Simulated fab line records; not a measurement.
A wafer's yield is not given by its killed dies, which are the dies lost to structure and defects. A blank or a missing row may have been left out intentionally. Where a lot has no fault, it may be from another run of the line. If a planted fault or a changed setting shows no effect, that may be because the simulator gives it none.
Matching of chambers + flow sky130 + 4 sister chambers for SKY_FIELD_ISO_ETCH_15 on rie_diel-04
The step etches the open film in CHF3/O2, stops on Si, target depth 180 nm, time 72 s. 4 wafers are shown with their chamber, then 7 later ones without.

WAFERS PAIRED WITH THEIR CHAMBERS
| wafer  | chamber | drypump_motor_current_A (A) |
|--------|---------|-----------------------------|
| L998.2 | 2       | 6.3                         |
| L999.6 | 0       | 5.0                         |
| L110.1 | 1       | 5.6                         |
| L110.2 | 3       | 4.9                         |

WAFERS WITH NO CHAMBER GIVEN
| wafer  | drypump_motor_current_A (A) |
|--------|-----------------------------|
| L110.5 | 5.5                         |
| L115.2 | 5.5                         |
| L115.5 | 4.9                         |
| L115.6 | 5.1                         |
| L116.2 | 6.3                         |
| L116.4 | 5.6                         |
| L116.5 | 4.9                         |

CHAMBER TAKEN BY EACH
| wafer  | from the rows above     | in truth |
|--------|-------------------------|----------|
| L110.5 | 1                       | 1        |
| L115.2 | 1                       | 1        |
| L115.5 | can't be placed: 3 or 0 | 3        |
| L115.6 | can't be placed: 0 or 3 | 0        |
| L116.2 | 2                       | 2        |
| L116.4 | 1                       | 1        |
| L116.5 | can't be placed: 3 or 0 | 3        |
Correctly placed: 4 of 7. From these rows, 3 cannot be placed; in 3 the true chamber is one of the candidates. Number placed wrongly: 0.
How it was worked out, from the rows above alone: a wafer's distance from a chamber is the root of the sum, over the readings, of the square of ((its reading less the chamber's mean) divided by the reading's scatter). The wafer belongs to the nearest chamber; if the next one is less than 2 further off, it can't be placed. Each chamber's mean is taken over the wafers shown for it. The scatter (one wafer shown for each chamber): square how far every hidden wafer sits from the nearest shown wafer, average those squares and take the square root.
